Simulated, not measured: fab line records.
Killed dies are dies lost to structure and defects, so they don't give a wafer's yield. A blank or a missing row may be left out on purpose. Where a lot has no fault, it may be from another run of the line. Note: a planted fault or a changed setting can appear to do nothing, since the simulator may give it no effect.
Struck lot and sound lot, side by side + flow sky130 + 15 out of 708 route steps
Sound: the wafers L209.1, L209.5, L209.6. The struck wafers were L221.2, L221.4, L221.6. At the end, the cause is stated.
Each step with rows lists, per side, the tool, then ch with its chambers, then its first start. Under that, the readings that differ: sound wafers + struck wafers + difference of the means + sigmas: that difference in standard deviations of wafers without a fault.
alike: readings with means less than 2 such deviations apart, plus words and numbers identical on both sides. not compared: withheld readings, readings lacking a value on some wafer, bounds such as >300 that could conceal the same value, and numbers that have no deviation in the record and whose values overlap.
The two part at a step that has a row with sigmas, a row that says differs or no value, or rows on one side only. When numbers do not overlap yet have no deviation, they are printed without sigmas and do not part them. A reading that every wafer of one side lacks parts them only if that side has two wafers or more.

first, 4 steps without rows for these wafers: SKY_VIA3_SOFTBAKE_08 (time 90 s); SKY_VIA3_EXPOSE_09 (exposes mask VIM3, target cd 200 nm); SKY_VIA3_PEB_10; SKY_VIA3_DEVELOP_11 (develop time 60 s).
SKY_VIA3_CD_MEAS_12: the cd target is 200 nm.
  struck on cd sem-01, day 44 09:59; sound on cd sem-01, day 41 08:43
  alike: cd nm
SKY_VIA3_OVL_MEAS_13:
  struck on overlay-01, day 44 10:06; sound on overlay-01, day 41 08:50
  alike: VIA3_OVL
SKY_VIA3_ETCH_14: etches BARC in N2/H2, stops on SiO2, time 45.9 s, target depth 60 nm.
  sound on rie diel-01 ch 1,2, day 41 08:52; struck on rie diel-01 ch 0,1,2, day 44 10:08
  alike: drypump motor current A, oes product au, throttle valve pct
  not compared: rf hours counter h
SKY_VIA3_ETCH_15: etches SiO2 in C4F8/O2/Ar, stops on TiN, target depth 507 nm, time 78 s.
  sound on rie diel-01 ch 1,2, day 41 08:55; struck on rie diel-01 ch 0,1,2, day 44 10:10
  alike: oes product au
  not compared: rf hours counter h
SKY_VIA3_STRIP_16: strips in O2/N2.
  sound on plasma asher-03 ch 0,1, day 41 08:59; struck on plasma asher-02 ch 0,1, day 44 10:14
  alike: drypump motor current A, oes product au, strip time to endpoint s
  not compared: rf hours counter h
then, 3 steps without rows for these wafers: SKY_VIA3_STRIP_17 (strips in post etch residue remover, time 1200 s); SKY_VIA3_CLEAN_18 (cleans in IPA, time 180 s); SKY_VIA3_CLEAN_19 (cleans in O3/DIW).
SKY_VIA3_SPUTTER_20: material TiN, target thk 20 nm, time 80 s.
  struck on pvd sputter-01, day 44 11:06; sound on pvd sputter-04, day 41 09:34
| reading                                  | sound             | struck            | difference | sigmas |
|------------------------------------------|-------------------|-------------------|------------|--------|
| chamber pressure pa (Pa)                 | 5.006 5.002 5.005 | 4.770 4.784 4.756 | -0.234     | -21    |
| model.TiN_of_VIA3_SPUTTER_20.thk nm (nm) | 19.45 19.65 19.88 | 20.52 20.74 20.47 | +0.92      |        |
  alike: throttle valve pct
SKY_VIA3_CVD_21: deposits W, target thk 390 nm, time 117.31 s.
  sound on cvd w-01 ch 0,1, day 41 09:38; struck on cvd w-02 ch 0,1, day 44 11:10
  alike: heater power outer w, heater power w
-- the record jumps here: 5 days lie between the struck wafers' starts before and after (it left off in module VIA3 and takes up again in module PAD_OPEN, whose first step shown is number 708 of the route) --
SKY_PAD_OPEN_PROBE_99:
  struck on prober-02, day 49 19:08; sound on prober-02, day 47 07:02
  alike: defect limited yield, killed_at_M0_to_M3, killed_at_M4_up, killed at contacts, killed at front end, killed at other, killed dies, killed open, killed short, sort_bin_3_pad_short, sort_bin_5_function, sort_bin_6_memory, sort n pass, sort yield pct

WHERE THEY PART
SKY_VIA3_SPUTTER_20 only, going by this record. Later steps at which nothing parts them and some readings are alike: SKY_VIA3_CVD_21, SKY_PAD_OPEN_PROBE_99.

WHY: what the simulator had put in
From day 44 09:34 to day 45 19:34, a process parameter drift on pvd sputter-01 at SKY_VIA3_SPUTTER_20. Setting chamber pressure pa shifted by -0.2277 from 5. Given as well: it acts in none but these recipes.
